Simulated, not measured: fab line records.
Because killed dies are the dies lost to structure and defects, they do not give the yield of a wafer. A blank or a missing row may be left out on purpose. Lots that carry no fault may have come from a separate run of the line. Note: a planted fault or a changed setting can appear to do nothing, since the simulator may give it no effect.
A lot that was struck, set against a sound lot ; flow sky130 ; 16 out of 708 route steps
Sound: these wafers, L760.2, L760.3, L760.4. Wafers struck: L771.1, L771.3, L771.6. Last of all comes the cause.
At each step with rows: each side's tool, then ch and its chambers, then its first start. Under that, the readings that differ: sound wafers ; struck wafers ; difference of the means ; sigmas: that difference in standard deviations of wafers without a fault.
alike: readings with means less than 2 such deviations apart, plus words and numbers identical on both sides. not compared: withheld readings, readings lacking a value on some wafer, bounds such as >300 that could conceal the same value, and numbers that have no deviation in the record and whose values overlap.
A row with sigmas, a row that says differs or no value, or rows on one side alone: a step with any of these is where the two part. Numbers that have no deviation but don't overlap get no sigmas and don't part them. Lack of a reading on every wafer of one side parts them only where that side has two or more wafers.

SKY_NWELL_RS_MEAS_29: measures by four-point-probe.
  sound on film-metro-01, day 5 22:22; struck on film-metro-01, day 9 00:12
reading;sound;struck;difference;sigmas
NWELL_RS (ohm/sq);624.7 624.8 626.7;621.5 620.2 619.2;-5.1;-3
SKY_NWELL_RS_MEAS_31: measures by four-point-probe.
  sound on film-metro-01, day 5 22:37; struck on film-metro-01, day 9 00:26
  alike: PWDE_RS
then, 7 steps without rows for these wafers: SKY_VT_ADJUST_HVTP_DEHYDRATE_00 (time 60 s); SKY_VT_ADJUST_HVTP_HMDS_01 (prime time 60 s); SKY_VT_ADJUST_HVTP_COAT_02 (resist thk 1140 nm); SKY_VT_ADJUST_HVTP_SOFTBAKE_03 (time 60 s); SKY_VT_ADJUST_HVTP_EXPOSE_04 (exposes mask HVTPM, target cd 380 nm); SKY_VT_ADJUST_HVTP_PEB_05; SKY_VT_ADJUST_HVTP_DEVELOP_06 (develop time 60 s).
SKY_VT_ADJUST_HVTP_CD_MEAS_07 targets a cd of 380 nm.
  sound on cd-sem-01, day 6 16:02; struck on cd-sem-02, day 9 21:59
  alike: cd-nm
SKY_VT_ADJUST_HVTP_OVL_MEAS_08:
  sound on overlay-01, day 6 16:08; struck on overlay-01, day 9 22:07
  alike: VT_ADJUST_HVTP_OVL
SKY_VT_ADJUST_HVTP_IMPLANT_09:
  sound on implanter-01 ch 0, day 6 16:11; struck on implanter-01 ch 0, day 9 22:08
reading;sound;struck;difference;sigmas
beam-energy-keV;150.05 149.99 150.06;141.59 141.54 141.57;-8.47;-99 or more
model.implant.rp-nm (nm);83.09 83.09 83.09;80.66 80.66 80.66;-2.43;
model.implant.drp-nm (nm);33.4 33.4 33.4;31.9 31.9 31.9;-1.5;
SKY_VT_ADJUST_HVTP_STRIP_10: strips in O2/N2.
  sound on plasma-asher-03 ch 0,1, day 6 16:19; struck on plasma-asher-03 ch 0,1, day 9 22:17
  alike: drypump-motor-current-A, oes-product-au, strip-time-to-endpoint-s
  not compared: rf-hours-counter-h
SKY_VT_ADJUST_HVTP_TW_MEAS_11:
  sound on film-metro-04, day 6 16:26; struck on film-metro-04, day 9 22:23
reading;sound;struck;difference;sigmas
VT_ADJUST_HVTP_TW;1373 1375 1376;1342 1330 1336;-39;-5
then, 1 step without rows for these wafers: SKY_VT_ADJUST_LVTN_DEHYDRATE_00 (time 60 s).
-- here the record skips 40 days between the struck wafers' starts before and after, leaving off in module VT_ADJUST_LVTN and picking up in module PAD_OPEN (first step shown: number 708 of the route) --
SKY_PAD_OPEN_PROBE_99:
  sound on prober-01, day 46 03:52; struck on prober-02, day 49 11:42
reading;sound;struck;difference;sigmas
model.etest.tip-p.rs-ohm-sq;6757 6828 6784;6985 7000 6992;+203;
model.etest.pfet_01v8.r-on-ohm-um;2930 2898 2828;2965 3037 2976;+107;
model.etest.pfet_01v8.drive-ua-um;191.3 196 195.7;187.6 182.1 184.6;-9.6;
model.etest.pfet_01v8_mvt.drive-ua-um;151.2 153.5 154.8;147.4 143.3 144.9;-8.0;
model.etest.pfet_01v8_hvt.drive-ua-um;142.5 145.8 146.5;139.3 135.1 136.2;-8.1;
model.etest.sram-pfet-latch.drive-ua-um;139.4 138.7 145.4;132.6 136.7 134.9;-6.4;
model.etest.pfet_01v8_mvt.off-log10-a-um;-10.53 -10.76 -10.67;-11.41 -11.31 -11.38;-0.71;
model.etest.pfet_01v8.off-log10-a-um;-9.585 -9.387 -9.545;-10.3 -10.5 -10.09;-0.8;
  alike: killed_at_M0_to_M3, killed_at_M4_up, killed-at-contacts, killed-at-front-end, killed-at-other, killed-dies, killed-open, killed-short

## WHERE THEY PART
Last at SKY_VT_ADJUST_HVTP_TW_MEAS_11 as far as this record goes, first at SKY_NWELL_RS_MEAS_29. Later steps at which nothing parts them and some readings are alike: SKY_PAD_OPEN_PROBE_99.

WHY: what the simulator had put in
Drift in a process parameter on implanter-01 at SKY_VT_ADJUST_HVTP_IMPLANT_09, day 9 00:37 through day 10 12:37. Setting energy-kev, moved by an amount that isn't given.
